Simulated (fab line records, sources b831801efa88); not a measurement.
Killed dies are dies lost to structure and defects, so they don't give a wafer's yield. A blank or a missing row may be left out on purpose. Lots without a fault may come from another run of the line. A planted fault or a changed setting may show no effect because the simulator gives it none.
Chamber matching | flow gf180mcu | GF_CONTACT_CMP_27 on cmp-01: 4 sister chambers
The step polishes, stops on SiO2, t overpolish 15 s, target thk 0 nm. 8 wafers are shown with their chamber, then 8 later ones without.

WAFERS WITH THEIR CHAMBER
wafer  | chamber | motor_current_A (A) | head_pressure_psi (psi)
L079.6 | 3       | 12.2                | 3.517
L083.3 | 1       | 8.8                 | 3.502
L083.5 | 3       | 12.5                | 3.521
L083.6 | 2       | 10.1                | 3.506
L085.3 | 0       | 11.3                | 3.497
L085.4 | 1       | 9.1                 | 3.484
L085.5 | 0       | 12.1                | 3.495
L087.2 | 2       | 9.9                 | 3.501

WAFERS WITHOUT THEIR CHAMBER
wafer  | motor_current_A (A) | head_pressure_psi (psi)
L087.4 | 9.2                 | 3.506
L087.6 | 10.1                | 3.508
L095.2 | 10.7                | 3.500
L095.5 | 13.1                | 3.493
L095.6 | 10.5                | 3.498
L097.3 | 10.8                | 3.499
L097.4 | 13.2                | 3.495
L097.6 | 11.4                | 3.504

WHICH CHAMBER EACH WENT THROUGH
wafer  | from the rows above     | in truth
L087.4 | can't be placed: 1 or 2 | 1
L087.6 | 2                       | 2
L095.2 | can't be placed: 2 or 0 | 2
L095.5 | can't be placed: 0 or 3 | 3
L095.6 | can't be placed: 2 or 0 | 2
L097.3 | can't be placed: 2 or 0 | 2
L097.4 | can't be placed: 3 or 0 | 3
L097.6 | 0                       | 0
Placed correctly: 2 of 8. Can't be placed from these rows: 6 (the true chamber is among the candidates in 6). Placed wrongly: 0.
How it was worked out, from the rows above alone: a wafer's distance from a chamber is the root of the sum, over the readings, of the square of ((its reading less the chamber's mean) divided by the reading's scatter). The wafer belongs to the nearest chamber; if the next one is less than 2 further off, it can't be placed. A chamber's mean is the mean of its shown wafers. The scatter: the root of (the sum of the squares of (reading less its chamber's mean) over the shown wafers, divided by (wafers less chambers)).
